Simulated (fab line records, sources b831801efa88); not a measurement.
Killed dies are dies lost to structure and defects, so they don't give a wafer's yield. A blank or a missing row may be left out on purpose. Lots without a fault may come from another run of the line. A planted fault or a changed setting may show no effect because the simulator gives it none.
Problem report in the 8D (eight disciplines) form, filled by code | flow gf180mcu | the parts of the form that need people (team, actions taken, sign-off) are left out

1. THE PROBLEM
beam_energy_keV at GF_HV_LDD_IMPLANT_35 reads a mean of 57.720 on 6 wafers of 2 lots; wafers without a fault read 60.004 with a standard deviation of 0.018. That is -99 or more standard deviations from the usual mean.
First seen on wafer L761.1, day 13 18:28, on implanter-03. The record holds 42 wafers of 14 lots with a number at this step. Rule for "out", or "out of limits": more than 4 standard deviations from the usual mean. The other wafers with a number count as sound.

2. WHAT IT IS AND WHAT IT IS NOT
question                    | is                     | is not
which readings at this step | beam_energy_keV        | -
which lots                  | L761, L763             | L754, L756, L758, L759, L760, L767, L770, L771, L772, L774, L775, L777
which wafers of those lots  | all that have a number | -
read on which tools         | implanter-03           | implanter-01, implanter-02
when                        | from day 13 18:28      | up to then (15 sound wafers); but 21 sound wafers of L767, L770, L771, L772, L774, L775, L777 came after

3. SUSPECTS, AND WHAT RULES EACH OUT
Counting: a tool at a process step up to the reading stays a suspect if it ran every lot that is out and no sound lot after the first of them.
- implanter-03 at GF_HV_LDD_IMPLANT_35: ruled out as a lasting fault. Sound lots L771, L772, L774 ran on it after its first lot that is out, L761 (day 13 18:28).
Left after counting: nothing in the record.

4. THE CAUSE (what the simulator had put in)
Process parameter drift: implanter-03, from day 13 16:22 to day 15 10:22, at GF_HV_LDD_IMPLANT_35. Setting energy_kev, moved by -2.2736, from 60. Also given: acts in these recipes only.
Counting ruled it out, wrongly.

5. THE CHAIN OF EFFECTS, in route order
Each row: a reading whose mean over the struck wafers that have a number lies more than 3 standard deviations from the usual. Only readings for which the record gives a usual standard deviation are gone through. hours: the time from each lot's start at the first step in this table that gives one to its start at this step, as a median over the lots. sigmas: the change in usual standard deviations.
hours | step                 | reading         | usual  | on struck wafers | change | sigmas
0     | GF_HV_LDD_IMPLANT_35 | beam_energy_keV | 60.004 | 57.720           | -2.284 | -99 or more
The process steps in it:
- GF_HV_LDD_IMPLANT_35

6. WHAT WOULD HAVE CAUGHT IT SOONER
In this record the first reading out of limits was taken at day 13 18:28, 2 hours after the fault began at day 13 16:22.
